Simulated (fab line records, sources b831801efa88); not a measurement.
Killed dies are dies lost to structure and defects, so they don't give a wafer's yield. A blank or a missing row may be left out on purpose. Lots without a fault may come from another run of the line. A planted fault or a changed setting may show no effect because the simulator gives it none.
fab line records | flow sky130
record lots=7 wafers=19 last_day=49
route steps=708 shown METAL3@567 VIA3@573 PAD_OPEN@708
lots that met no fault: from a run of the same line without faults
start_h: hours from the record's first day to the start of the lot's first wafer shown | wait_h: hours since the lot's step before | " the same as in the row above | L1.1+2: a row that stands for several wafers | - no value, or no start given | * or withheld: withheld | < > ~ a bound
route shown NAME@n: a module of which the file shows steps, and the number in the route of the first | usual: mean/standard deviation of fault-free wafers | same: alike in all rows | chamber/n: place in a boat | sites: the reading at each site | _std_site: their standard deviation | _edge_site: outer sites' mean less inner sites' | radius_mm: how far each site lies from the wafer's centre | mask NAME#n: copy n | behind: the tool/chamber that last shaped the wafer | hold: why the lot was held/for how many hours/how that ended | device: the transistor (n, p or np) that didn't switch | end of line: the same wafers' tests at the end of the route | a step without rows: its recipe alone | killed: dies lost to structure and defects at the first sort, not the wafer's yield | map: a wafer's dies, x killed, . not, _ none there
set.NAME: the setting as run; set.NAME@STEP: as run at that earlier step | model.NAME: the simulator's own value behind a step, which no gauge read
lots at some steps of the route; a table a step, a row a wafer
services: from which hour (start_h, from the record's first day; less than 0 if before it) a tool's chamber was out of use, for how many hours, and why
## steps
# step SKY_METAL3_ETCH_17
# recipe target=SiO2 stop_on=TiN chemistry=C4F8/O2/Ar source_w=1500 bias_w=1200 pressure_mtorr=40 c4f8_flow_sccm=withheld O2_flow_sccm=6 Ar_flow_sccm=300 time_s=3.9 target_depth_a=150
# usual oes_product_au=0.756/0.0075
# columns lot.wafer tool chamber start_h wait_h oes_product_au rf_hours_counter_h
L202.1 rie_diel-02 2 892.97 0.2 0.752 5
L202.2 " 1 " " 0.749 4
L202.6 " 3 " " 0.756 -
L209.5 rie_diel-03 3 946.50 0.0 0.754 -
L209.6 " 2 " " 0.753 -
L212.3 rie_diel-03 2 967.41 0.0 0.750 11
L212.6 " 3 " " 0.758 -
L213.2 rie_diel-04 1 971.74 0.1 0.763 5
L213.4 " 0 " " 0.757 12
L213.5 " 3 " " 0.753 -
L215.1 rie_diel-02 1 981.89 0.2 0.756 7
L215.2 " 3 " " 0.757 16
L215.6 " 1 " " 0.760 -
L217.2 rie_diel-03 2 997.30 0.1 0.757 12
L217.3 " 0 " " 0.754 27
L217.4 " 3 " " 0.772 20
L222.1 rie_diel-03 1 1034.99 0.1 0.748 27
L222.3 " 0 " " 0.750 29
L222.5 " 3 " " 0.742 -
# step SKY_METAL3_METAL_ETCH_18
# recipe target_depth_a=8450 stop_on=SiO2 over_etch_frac=0.3 time_s=183.1 chemistry=Cl2/BCl3 resist_sidewall_deg=88 pressure_mtorr=10 icp_w=900 bias_w=48.5 Cl2_flow_sccm=60 bcl3_flow_sccm=30
# usual bcl3_flow_sccm=30.00/0.099 drypump_motor_current_A=5.7/0.47 oes_product_au=0.867/0.0067 throttle_valve_pct=22.263/0.0084
# columns lot.wafer tool chamber start_h wait_h bcl3_flow_sccm drypump_motor_current_A oes_product_au rf_hours_counter_h throttle_valve_pct
L202.1 rie_metal-04 0 892.99 0.0 29.93 5.5 0.864 13 22.267
L202.2 " 1 " " 30.13 5.0 0.873 18 22.265
L202.6 " 1 " " 30.00 5.0 0.861 - 22.250
L209.5 rie_metal-04 0 946.74 0.2 29.96 5.5 0.867 - 22.267
L209.6 " 0 " " 29.96 5.5 0.864 - 22.260
L212.3 rie_metal-04 0 967.48 0.1 29.93 5.5 0.877 - 22.253
L212.6 " 0 " " 29.87 5.4 0.874 - 22.278
L213.2 rie_metal-03 1 971.76 0.0 30.07 5.4 0.868 19 22.268
L213.4 " 1 " " 30.03 5.4 0.868 - 22.263
L213.5 " 1 " " 30.01 5.4 0.864 - 22.283
L215.1 rie_metal-01 1 981.90 0.0 30.01 6.4 0.866 5 22.273
L215.2 " 0 " " 30.20 5.8 0.869 16 22.266
L215.6 " 0 " " 30.07 5.8 0.872 - 22.268
L217.2 rie_metal-04 0 997.32 0.0 30.08 5.5 0.865 23 22.273
L217.3 " 0 " " 30.04 5.5 0.873 - 22.259
L217.4 " 1 " " 30.17 5.0 0.869 - 22.251
L222.1 rie_metal-01 0 1035.01 0.0 30.05 5.8 0.854 18 22.262
L222.3 " 1 " " 29.99 6.4 0.864 - 22.256
L222.5 " 1 " " 29.97 6.5 0.858 - 22.267
# step SKY_METAL3_STRIP_19
# recipe chemistry=O2/N2 power_w=1400 pressure_mtorr=1500 platen_temp_c=withheld o2_flow_sccm=3000 n2_flow_sccm=300 overash_fraction=0.5
# usual drypump_motor_current_A=5.7/0.61 oes_product_au=0.500/0.0055 strip_time_to_endpoint_s=6.49/0.083
# columns lot.wafer tool chamber start_h wait_h drypump_motor_current_A oes_product_au rf_hours_counter_h strip_time_to_endpoint_s
L202.1 plasma_asher-02 1 893.16 0.1 5.5 0.501 102 6.41
L202.2 " 0 " " 6.1 0.505 102 6.47
L202.6 " 0 " " 6.1 0.510 - 6.53
L209.5 plasma_asher-01 0 946.93 0.1 6.4 0.501 - 6.49
L209.6 " 1 " " 5.0 0.504 - 6.56
L212.3 plasma_asher-01 1 967.64 0.1 5.0 0.502 - 6.48
L212.6 " 1 " " 5.0 0.492 - 6.52
L213.2 plasma_asher-01 0 971.93 0.1 6.4 0.506 23 6.52
L213.4 " 1 " " 5.0 0.501 - 6.51
L213.5 " 1 " " 4.9 0.504 - 6.54
L215.1 plasma_asher-01 1 982.08 0.1 5.0 0.494 24 6.27
L215.2 " 0 " " 6.4 0.498 24 6.54
L215.6 " 1 " " 5.0 0.498 - 6.45
L217.2 plasma_asher-04 1 997.50 0.1 5.2 0.496 57 6.48
L217.3 " 0 " " 6.1 0.509 - 6.54
L217.4 " 1 " " 5.2 0.498 - 6.62
L222.1 plasma_asher-01 1 1035.18 0.1 5.0 0.500 29 6.53
L222.3 " 0 " " 6.4 0.493 - 6.38
L222.5 " 1 " " 5.0 0.503 - 6.42
# step SKY_METAL3_STRIP_20
# recipe chemistry=post_etch_residue_remover time_s=1200 temp_c=72.5
# step SKY_METAL3_CLEAN_21
# recipe chemistry=IPA time_s=180 temp_c=25
# step SKY_METAL3_CLEAN_22
# recipe chemistry=O3/DIW dry=n2_spin
# step SKY_VIA3_HDPCVD_00
# recipe material=SiO2 target_thk_nm=1635 sigma_open_frac=0.3 time_s=272.5 temp_c=400 sih4_flow_sccm=60 pressure_mtorr=6
# step SKY_VIA3_THK_MEAS_01
# recipe reads=SiO2_of_VIA3_HDPCVD_00
# usual VIA3_HDPCVD_THK=1634/17
# columns lot.wafer tool chamber start_h wait_h VIA3_HDPCVD_THK[nm]
L202.1 film_metro-02 - 893.92 0.1 1636
L202.2 " - " " 1649
L202.6 " - " " 1638
L209.5 film_metro-04 - 947.67 0.0 1644
L209.6 " - " " 1618
L212.3 film_metro-03 - 968.43 0.1 1639
L212.6 " - " " 1652
L213.2 film_metro-02 - 972.73 0.1 1618
L213.4 " - " " 1610
L213.5 " - " " 1632
L215.1 film_metro-02 - 982.84 0.1 1656
L215.2 " - " " 1650
L215.6 " - " " 1663
L217.2 film_metro-03 - 998.27 0.1 1624
L217.3 " - " " 1649
L217.4 " - " " 1645
L222.1 film_metro-03 - 1036.05 0.1 1611
L222.3 " - " " 1634
L222.5 " - " " 1633
# step SKY_VIA3_CMP_02
# recipe material=SiO2 down_force_psi=4 platen_rpm=60 pad_velocity_m_s=0.94248
# usual motor_current_A=11.9/1.1
# columns lot.wafer tool chamber start_h wait_h motor_current_A
L202.1 cmp-01 1 893.98 0.1 11.2
L202.2 " 0 " " 10.0
L202.6 " 2 " " 11.1
L209.5 cmp-01 1 948.12 0.4 11.8
L209.6 " 2 " " 11.7
L212.3 cmp-02 3 968.57 0.1 10.3
L212.6 " 1 " " 12.1
L213.4 cmp-01 2 972.78 0.0 12.0
L213.2 " 0 " " 9.4
L213.5 " 2 " " 12.3
L215.2 cmp-02 0 982.90 0.0 12.8
L215.1 " 2 " " 13.8
L215.6 " 0 " " 12.3
L217.2 cmp-01 2 998.37 0.1 11.7
L217.3 " 3 " " 11.4
L217.4 " 0 " " 10.1
L222.1 cmp-02 0 1036.11 0.1 11.8
L222.3 " 3 " " 11.1
L222.5 " 1 " " 12.1
# step SKY_VIA3_BOW_MEAS_03
# recipe mode=bow
# usual VIA3_BOW=78/7.1
# columns lot.wafer tool chamber start_h wait_h VIA3_BOW[um]
L202.1 film_metro-03 - 894.28 0.2 75
L202.2 " - " " 86
L202.6 " - " " 86
L209.5 film_metro-03 - 948.30 0.1 76
L209.6 " - " " 80
L212.3 film_metro-04 - 968.81 0.2 81
L212.6 " - " " 78
L213.2 film_metro-04 - 973.10 0.2 92
L213.4 " - " " 95
L213.5 " - " " 97
L215.1 film_metro-04 - 983.20 0.1 74
L215.2 " - " " 85
L215.6 " - " " 80
L217.2 film_metro-04 - 998.64 0.2 76
L217.3 " - " " 74
L217.4 " - " " 84
L222.1 film_metro-03 - 1036.41 0.2 74
L222.3 " - " " 71
L222.5 " - " " 81
# step SKY_VIA3_DEHYDRATE_04
# recipe temp_c=200 time_s=60
# step SKY_VIA3_HMDS_05
# recipe prime_time_s=60 prime_temp_c=120
# step SKY_VIA3_COAT_06
# recipe resist=BARC temp_c=withheld time_s=withheld spin_rpm=3000 resist_thk_nm=60
# columns lot.wafer tool chamber start_h wait_h
L202.1+2+6 litho_track-04 0 906.83 0.1
L209.5+6 litho_track-04 0 960.18 0.1
L212.3+6 litho_track-04 0 980.93 0.1
L213.2+4+5 litho_track-04 0 985.06 0.1
L215.1+2+6 litho_track-03 0 994.92 0.1
L217.2+3+4 litho_track-03 0 1009.64 0.1
L222.1+3+5 litho_track-01 0 1047.55 0.1
# step SKY_VIA3_COAT_07
# recipe resist=KrF-thick spin_rpm=3000 resist_thk_nm=450
# step SKY_VIA3_SOFTBAKE_08
# recipe temp_c=100 time_s=90 resist=KrF-thick
# step SKY_VIA3_EXPOSE_09
# recipe mask_id=VIM3 na=0.8 source_shape=annular sigma_inner=0.55 sigma_outer=0.85 target_cd_nm=200 dose_mj=38
# step SKY_VIA3_PEB_10
# recipe peb_temp_c=withheld peb_time_s=withheld resist=KrF-thick
# step SKY_VIA3_DEVELOP_11
# recipe develop_time_s=60 resist=KrF-thick dev_temp_c=21
# step SKY_VIA3_CD_MEAS_12
# recipe target_cd_nm=200
# usual cd_nm=200.0/1.4
# columns lot.wafer tool chamber start_h wait_h cd_nm
L202.1 cd_sem-02 - 920.67 - 197.6
L202.2 " - " " 198.7
L202.6 " - " " 199.3
L209.5 cd_sem-01 - 973.86 - 200.9
L209.6 " - " " 200.9
L212.3 cd_sem-02 - 992.56 - 201.9
L212.6 " - " " 200.8
L213.2 cd_sem-02 - 997.57 - 199.8
L213.4 " - " " 198.9
L213.5 " - " " 199.9
L215.1 cd_sem-02 - 1006.67 - 199.3
L215.2 " - " " 200.2
L215.6 " - " " 200.6
L217.2 cd_sem-01 - 1021.59 - 198.8
L217.3 " - " " 200.2
L217.4 " - " " 199.6
L222.1 cd_sem-01 - 1058.65 - 198.9
L222.3 " - " " 198.8
L222.5 " - " " 200.3
# step SKY_VIA3_OVL_MEAS_13
# usual VIA3_OVL=-4/5.1
# columns lot.wafer tool chamber start_h wait_h VIA3_OVL[nm]
L202.1 overlay-01 - 920.79 0.1 -4
L202.2 " - " " -7
L202.6 " - " " -6
L209.5 overlay-02 - 973.92 0.0 -16
L209.6 " - " " -10
L212.3 overlay-02 - 992.65 0.1 -5
L212.6 " - " " -4
L213.2 overlay-02 - 997.68 0.1 6
L213.4 " - " " 4
L213.5 " - " " -1
L215.1 overlay-01 - 1006.79 0.1 -12
L215.2 " - " " -10
L215.6 " - " " -10
L217.2 overlay-01 - 1021.69 0.1 3
L217.3 " - " " -1
L217.4 " - " " 2
L222.1 overlay-02 - 1058.77 0.1 -3
L222.3 " - " " -4
L222.5 " - " " -5
# step SKY_VIA3_ETCH_14
# recipe chemistry=N2/H2 target=BARC ion_energy_ev=200 source_w=500 bias_w=100 pressure_mtorr=30 n2_flow_sccm=100 h2_flow_sccm=200 stop_on=SiO2 time_s=45.9 target_depth_a=600
# usual drypump_motor_current_A=5.8/0.36 oes_product_au=0.853/0.0047 throttle_valve_pct=13.223/0.0088
# columns lot.wafer tool chamber start_h wait_h drypump_motor_current_A oes_product_au rf_hours_counter_h throttle_valve_pct model.etch.depth_nm
L202.1 rie_diel-01 2 920.82 0.0 5.9 0.858 17 13.225 60.22
L202.2 " 3 " " 5.6 0.858 25 13.222 60.3
L202.6 " 2 " " 5.9 0.850 - 13.227 60.11
L209.5 rie_diel-02 2 973.96 0.0 6.4 0.872 - 13.216 63.23
L209.6 " 1 " " 5.5 0.883 - 13.227 62.96
L212.3 rie_diel-03 0 992.67 0.0 5.9 0.853 27 13.214 60.09
L212.6 " 1 " " 5.3 0.888 - 13.212 63.57
L213.2 rie_diel-01 2 997.71 0.0 5.9 0.857 19 13.233 59.92
L213.4 " 1 " " 6.0 0.852 - 13.224 59.93
L213.5 " 2 " " 6.0 0.879 - 13.232 63.25
L215.1 rie_diel-01 0 1006.82 0.0 6.0 0.856 9 13.231 60.28
L215.2 " 2 " " 5.9 0.852 20 13.203 60.23
L215.6 " 0 " " 5.9 0.859 - 13.222 60.13
L217.2 rie_diel-02 3 1021.72 0.0 6.0 0.850 17 13.217 59.92
L217.3 " 2 " " 6.3 0.850 10 13.226 59.91
L217.4 " 2 " " 6.4 0.857 - 13.211 60.16
L222.1 rie_diel-01 2 1058.81 0.0 6.0 0.851 22 13.197 60.09
L222.3 " 1 " " 6.0 0.853 11 13.221 60.15
L222.5 " 0 " " 6.0 0.862 - 13.213 60.27
# step SKY_VIA3_ETCH_15
# recipe target=SiO2 chemistry=C4F8/O2/Ar target_depth_nm=507 stop_on=TiN mask_material=KrF-thick source_w=1500 bias_w=1200 pressure_mtorr=40 c4f8_flow_sccm=withheld O2_flow_sccm=6 Ar_flow_sccm=300 time_s=78
# usual oes_product_au=0.946/0.0049
# columns lot.wafer tool chamber start_h wait_h oes_product_au
L202.1 rie_diel-01 2 920.86 0.0 0.945
L202.2 " 3 " " 0.947
L202.6 " 2 " " 0.943
L209.5 rie_diel-02 2 974.01 0.0 0.948
L209.6 " 1 " " 0.941
L212.3 rie_diel-03 0 992.72 0.0 0.946
L212.6 " 1 " " 0.950
L213.2 rie_diel-01 2 997.77 0.0 0.954
L213.4 " 1 " " 0.940
L213.5 " 2 " " 0.946
L215.1 rie_diel-01 0 1006.87 0.0 0.945
L215.2 " 2 " " 0.941
L215.6 " 0 " " 0.948
L217.2 rie_diel-02 3 1021.77 0.0 0.945
L217.3 " 2 " " 0.949
L217.4 " 2 " " 0.951
L222.1 rie_diel-01 2 1058.85 0.0 0.949
L222.3 " 1 " " 0.946
L222.5 " 0 " " 0.948
# step SKY_PAD_OPEN_PROBE_99
# usual defect_limited_yield=82.5/1.9 killed_at_M0_to_M3=42/7.4 killed_at_M4_up=3.4/1.8 killed_at_contacts=25/5.4 killed_at_front_end=15/4.4 killed_at_other=0.2/0.52 killed_dies=86/9.3 killed_open=47/7.6 killed_short=39/6.5 sort_bin_3_pad_short=0.9/0.46 sort_bin_5_function=10.3/1.5 sort_bin_6_memory=6.3/1.2 sort_n_pass=406/9.3 sort_yield_pct=82.5/1.9
# same gross_dies=492 killed_at_back_side=0 sort_bin_4_leakage[%]=0 sort_bin_8_speed[%]=0
# columns lot.wafer tool chamber start_h wait_h defect_limited_yield[%] killed_at_M0_to_M3 killed_at_M4_up killed_at_contacts killed_at_front_end killed_at_other killed_dies killed_open killed_short sort_bin_3_pad_short[%] sort_bin_5_function[%] sort_bin_6_memory[%] sort_n_pass sort_yield_pct[%]
L209.5 prober-01 - 1112.32 0.2 82.9 43 5 17 18 1 84 48 36 1.0 10.8 5.3 408 82.9
L215.1 prober-01 - 1140.40 0.1 78.7 58 5 19 23 0 105 53 52 1.0 11.8 8.5 387 78.7
L215.2 prober-01 - 1140.45 0.1 79.5 53 3 26 18 1 101 57 44 1.0 13.2 6.3 391 79.5
L215.6 prober-01 - 1140.65 0.2 84.6 48 3 15 10 0 76 46 30 0.6 9.6 5.3 416 84.6
L217.2 prober-02 - 1152.23 0.1 85.6 39 3 15 14 0 71 27 44 0.6 8.9 4.9 421 85.6
L217.3 prober-02 - 1152.28 0.2 81.9 47 2 26 14 0 89 46 43 0.2 12.8 5.1 403 81.9
L217.4 prober-02 - 1152.33 0.2 81.9 39 2 21 26 1 89 52 37 0.2 12.0 5.9 403 81.9
L222.1 prober-02 - 1180.24 0.1 84.6 34 3 22 17 0 76 52 24 1.0 7.3 7.1 416 84.6
L222.3 prober-02 - 1180.34 0.2 82.3 51 3 20 13 0 87 36 51 1.6 8.7 7.3 405 82.3
L222.5 prober-02 - 1180.44 0.2 82.7 49 3 24 9 0 85 52 33 0.2 11.2 5.9 407 82.7
# killed by level:class
L209.5 VIA1:geometric_particle:open=11 VIA1:geometric_particle:short=6 LI_CONTACT:geometric_particle:open=6 VIA2:geometric_particle:open=6 POLY_GATE:geometric_particle:short=5 POLY_GATE:geometric_particle:open=5 CONTACT:geometric_particle:open=5 VIA3:geometric_particle:open=5
L215.1 VIA1:geometric_particle:open=12 VIA1:geometric_particle:short=10 VIA2:geometric_particle:open=7 FIELD_ISO:geometric_particle:short=6 POLY_GATE:geometric_particle:open=6 LI_CONTACT:geometric_particle:open=6 VIA2:geometric_particle:short=6 FIELD_ISO:geometric_particle:open=5
L215.2 VIA2:geometric_particle:open=16 VIA1:geometric_particle:open=10 CONTACT:geometric_particle:open=8 LI_CONTACT:geometric_particle:open=7 METAL2:geometric_particle:short=7 LOCAL_INTERCONNECT:geometric_particle:short=6 FIELD_ISO:geometric_particle:short=4 POLY_GATE:geometric_particle:short=4
L215.6 METAL2:geometric_particle:short=9 CONTACT:geometric_particle:open=8 VIA1:geometric_particle:open=7 VIA2:geometric_particle:open=7 LI_CONTACT:geometric_particle:open=6 VIA3:geometric_particle:open=6 METAL1:geometric_particle:short=5 VIA2:geometric_particle:short=5
L217.2 VIA1:geometric_particle:open=9 VIA1:geometric_particle:short=7 POLY_GATE:geometric_particle:short=6 FIELD_ISO:geometric_particle:short=5 METAL1:geometric_particle:short=5 LI_CONTACT:geometric_particle:open=4 CONTACT:geometric_particle:short=4 VIA2:geometric_particle:open=3
L217.3 CONTACT:geometric_particle:open=12 METAL1:geometric_particle:short=10 VIA3:geometric_particle:open=10 LI_CONTACT:geometric_particle:open=6 VIA2:geometric_particle:short=6 FIELD_ISO:geometric_particle:short=5 LOCAL_INTERCONNECT:geometric_particle:short=5 VIA1:geometric_particle:open=5
L217.4 VIA1:geometric_particle:open=14 CONTACT:geometric_particle:open=10 FIELD_ISO:geometric_particle:open=8 METAL1:geometric_particle:short=6 FIELD_ISO:geometric_particle:short=5 POLY_GATE:geometric_particle:short=5 LI_CONTACT:geometric_particle:open=5 VIA2:geometric_particle:open=5
L222.1 CONTACT:geometric_particle:open=11 VIA1:geometric_particle:open=9 FIELD_ISO:geometric_particle:open=7 VIA3:geometric_particle:open=6 LI_CONTACT:geometric_particle:open=5 VIA1:geometric_particle:short=5 POLY_GATE:geometric_particle:open=3 CONTACT:geometric_particle:short=3
L222.3 VIA1:geometric_particle:open=12 METAL2:geometric_particle:short=7 FIELD_ISO:geometric_particle:short=6 CONTACT:geometric_particle:open=6 VIA1:geometric_particle:short=6 METAL1:geometric_particle:short=6 VIA3:geometric_particle:open=6 VIA2:geometric_particle:open=5
L222.5 CONTACT:geometric_particle:open=11 VIA3:geometric_particle:open=11 VIA2:geometric_particle:open=8 VIA1:geometric_particle:open=7 METAL1:geometric_particle:short=6 CONTACT:geometric_particle:short=5 FIELD_ISO:geometric_particle:open=4 METAL2:geometric_particle:short=4
## services
# columns tool chamber start_h hours kind
rie_diel-03 0 875.14 11.4 repair
plasma_asher-01 - 888.50 3.1 repair
rie_diel-02 1 893.04 2.9 repair
cmp-01 - 901.02 5.0 repair
rie_diel-01 1 905.60 3.3 repair
plasma_asher-01 - 922.68 2.8 pm
cmp-02 - 928.71 4.0 pm
rie_diel-02 3 939.96 7.9 repair
cmp-02 - 945.78 5.6 pm
rie_diel-02 - 952.82 0.4 repair
cmp-01 - 954.74 0.4 repair
cmp-02 - 969.11 1.8 repair
rie_metal-04 1 973.86 20.2 repair
rie_diel-01 - 984.85 0.8 repair
rie_diel-01 0 994.32 11.0 repair
rie_diel-01 3 995.96 13.8 repair
rie_diel-02 - 998.90 0.4 repair
rie_diel-02 3 1005.23 8.1 repair
rie_diel-02 0 1007.88 15.0 repair
cmp-01 - 1020.26 3.3 pm
rie_diel-02 - 1025.26 15.6 pm
rie_metal-04 1 1025.74 13.0 repair
rie_diel-01 1 1035.15 4.9 repair
rie_diel-02 0 1041.17 2.9 repair
## key
first_sign step=SKY_VIA3_ETCH_14 reading=oes_product_au direction=up sigmas=5.8 usual=0.853 struck=0.881
effect none on later readings
model_effect step=SKY_VIA3_ETCH_14 value=etch.depth_nm without=59.93 struck=63.25
met_at SKY_VIA3_COAT_06
struck_wafers L209.5,L209.6,L212.6,L213.5
onset_between 906.83 960.18
fault kind=process_parameter_drift tool=litho_track-04 chamber=- onset_h=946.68 steps=SKY_VIA3_COAT_06 channel=resist_thk_nm offset=3.3232 shape=step end_h=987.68 scope=struck_wafers_only acts_in=these_recipes_only stated=60
